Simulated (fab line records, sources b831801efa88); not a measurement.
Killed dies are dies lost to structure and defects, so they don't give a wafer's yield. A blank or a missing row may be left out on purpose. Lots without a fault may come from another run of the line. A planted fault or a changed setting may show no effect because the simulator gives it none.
Which tool did it? | flow sky130 | 12 lots, 36 wafers sampled, at 5 steps of a route of 708

WHAT THE GAUGES READ, wafer by wafer
SKY_LI_CONTACT_BOW_MEAS_03.
lot  | measured     | on            | LI_CONTACT_BOW (um)
L372 | day 27 23:07 | film_metro-03 | 73 45 66
L373 | day 28 04:49 | film_metro-01 | 48 59 62
L376 | day 29 00:44 | film_metro-03 | 58 56 58
L377 | day 30 01:55 | film_metro-04 | 50 49 54
L378 | day 30 02:58 | film_metro-01 | 60 55 54
L379 | day 30 13:32 | film_metro-01 | 49 67 65
L382 | day 31 22:11 | film_metro-04 | 53 40 57
L381 | day 31 22:13 | film_metro-01 | 67 55 48
L392 | day 34 09:26 | film_metro-04 | 50 54 48
L393 | day 34 10:24 | film_metro-04 | 62 56 52
L394 | day 35 04:34 | film_metro-04 | 52 56 56
L395 | day 35 11:20 | film_metro-01 | 65 56 56

SKY_LI_CONTACT_CD_MEAS_12: target cd 170 nm.
lot  | measured     | on        | cd_nm (nm)
L372 | day 29 03:34 | cd_sem-01 | 170.5 171.7 173.2
L373 | day 29 08:46 | cd_sem-02 | 171.1 171.3 170.7
L376 | day 30 04:44 | cd_sem-02 | 169.1 169.6 168.9
L377 | day 31 05:12 | cd_sem-01 | 172.2 171.5 173.7
L378 | day 31 07:05 | cd_sem-01 | 172.3 171.3 170.3
L379 | day 31 16:55 | cd_sem-02 | 171.5 173.7 172.0
L382 | day 33 01:05 | cd_sem-02 | 169.6 170.8 168.4
L381 | day 33 01:24 | cd_sem-01 | 149.9 150.8 149.4
L392 | day 35 12:02 | cd_sem-02 | 171.2 172.5 171.1
L393 | day 35 13:13 | cd_sem-02 | 170.6 171.0 171.2
L394 | day 36 06:26 | cd_sem-02 | 170.0 171.0 169.9
L395 | day 36 13:20 | cd_sem-01 | 168.4 170.3 171.1

WHICH TOOL RAN EACH LOT (tool, then ch and the chambers of the sampled wafers, then the start)
lot  | SKY_SD_N_RTA_14                  | SKY_LI_CONTACT_CMP_02         | SKY_LI_CONTACT_EXPOSE_09
L372 | rtp_anneal-01 ch 0, day 27 22:06 | cmp-01 ch 0,1,3, day 27 22:52 | krf_scanner-01 ch 0, day 28 13:33
L373 | rtp_anneal-02 ch 0, day 28 03:47 | cmp-01 ch 0,3, day 28 04:32   | krf_scanner-02 ch 0, day 28 19:39
L376 | rtp_anneal-01 ch 0, day 28 23:42 | cmp-01 ch 1,2,3, day 29 00:25 | krf_scanner-01 ch 0, day 29 14:46
L377 | rtp_anneal-02 ch 0, day 30 00:54 | cmp-01 ch 0,1, day 30 01:40   | krf_scanner-02 ch 0, day 30 15:44
L378 | rtp_anneal-01 ch 0, day 30 01:41 | cmp-02 ch 2,3, day 30 02:39   | krf_scanner-02 ch 0, day 30 17:03
L379 | rtp_anneal-02 ch 0, day 30 12:31 | cmp-02 ch 0,1,2, day 30 13:13 | krf_scanner-01 ch 0, day 31 03:24
L382 | rtp_anneal-01 ch 0, day 31 21:05 | cmp-01 ch 0,2,3, day 31 21:59 | krf_scanner-02 ch 0, day 32 12:02
L381 | rtp_anneal-02 ch 0, day 31 21:12 | cmp-02 ch 0,1,3, day 31 22:01 | krf_scanner-01 ch 0, day 32 12:15
L392 | rtp_anneal-01 ch 0, day 34 08:24 | cmp-01 ch 0,2,3, day 34 09:11 | krf_scanner-01 ch 0, day 34 23:11
L393 | rtp_anneal-02 ch 0, day 34 09:22 | cmp-02 ch 0,1,2, day 34 10:05 | krf_scanner-01 ch 0, day 35 00:50
L394 | rtp_anneal-01 ch 0, day 35 03:33 | cmp-02 ch 0,2,3, day 35 04:16 | krf_scanner-02 ch 0, day 35 17:32
L395 | rtp_anneal-02 ch 0, day 35 10:17 | cmp-01 ch 1,2, day 35 11:02   | krf_scanner-01 ch 0, day 36 01:01
- SKY_SD_N_RTA_14: time 2 s.
- SKY_LI_CONTACT_CMP_02: polishes PSG.
- SKY_LI_CONTACT_EXPOSE_09: exposes mask LICM1, target cd 170 nm.

WHAT THE TOOLS THEMSELVES READ (means of the sampled wafers that have a number; where no wafer has one, the mark that the record gives instead)
SKY_SD_N_RTA_14.
lot  | tool          | chamber_o2_ppm | lamp_power_pct (%) | wafer_temp_C_max
L372 | rtp_anneal-01 | 2.000          | 15.71              | 1078.8
L373 | rtp_anneal-02 | 2.016          | 15.79              | 1078.9
L376 | rtp_anneal-01 | 2.014          | 15.72              | 1077.7
L377 | rtp_anneal-02 | 1.989          | 15.82              | 1080.0
L378 | rtp_anneal-01 | 1.989          | 15.81              | 1078.3
L379 | rtp_anneal-02 | 2.000          | 15.79              | 1078.3
L382 | rtp_anneal-01 | 2.015          | 15.76              | 1076.8
L381 | rtp_anneal-02 | 2.018          | 15.79              | 1077.2
L392 | rtp_anneal-01 | 1.999          | 15.75              | 1078.5
L393 | rtp_anneal-02 | 2.006          | 15.74              | 1077.7
L394 | rtp_anneal-01 | 2.012          | 15.74              | 1077.6
L395 | rtp_anneal-02 | 2.036          | 15.77              | 1078.0

SKY_LI_CONTACT_CMP_02.
lot  | tool   | motor_current_A (A) | retaining_ring_pressure_frac | time_to_endpoint_s (s)
L372 | cmp-01 | 12.2                | 1.002                        | 35.1
L373 | cmp-01 | 12.1                | 0.999                        | 33.4
L376 | cmp-01 | 11.7                | 0.996                        | 30.2
L377 | cmp-01 | 12.3                | 0.995                        | 33.6
L378 | cmp-02 | 10.9                | 0.996                        | 30.3
L379 | cmp-02 | 11.4                | 1.005                        | 32.6
L382 | cmp-01 | 12.5                | 1.000                        | 32.6
L381 | cmp-02 | 11.9                | 0.999                        | 30.9
L392 | cmp-01 | 12.3                | 1.002                        | 34.4
L393 | cmp-02 | 11.6                | 1.001                        | 32.8
L394 | cmp-02 | 11.5                | 1.000                        | 31.2
L395 | cmp-01 | 12.5                | 0.994                        | 33.1

THE ANSWER, worked out from the rows above alone
Rule: what is usual is taken from the lots themselves. Put in order of their means at a reading, lots are off if they are a third of the lots or fewer, leave a main group of 4 or more, and stand apart from it by a gap of 3 or more times the standard deviation of the main group's means; of several such gaps the widest counts. A main group whose means are all the same, to the digits that the tables above print for the reading, isn't used. A lot without any number at a reading at which 4 lots or more have one is off too. The other lots that the step has rows for count as sound. The gauges are gone through in route order, then the tools' own readings, and for those a lot's mean is taken as printed above. The first step at which some lot is off is used, and at that step the reading that is off furthest; a lot without a number counts as furthest.
Off: L381, at SKY_LI_CONTACT_CD_MEAS_12 (cd_nm). The main group: mean 171.0 nm, standard deviation 1.
A tool fits if, at a process step before that reading, it ran every lot that is off, and no sound lot after the first of them. The gauges at SKY_LI_CONTACT_CD_MEAS_12 are tried like those tools. None of those tried fits.

WHAT THE SIMULATOR HAD PUT IN
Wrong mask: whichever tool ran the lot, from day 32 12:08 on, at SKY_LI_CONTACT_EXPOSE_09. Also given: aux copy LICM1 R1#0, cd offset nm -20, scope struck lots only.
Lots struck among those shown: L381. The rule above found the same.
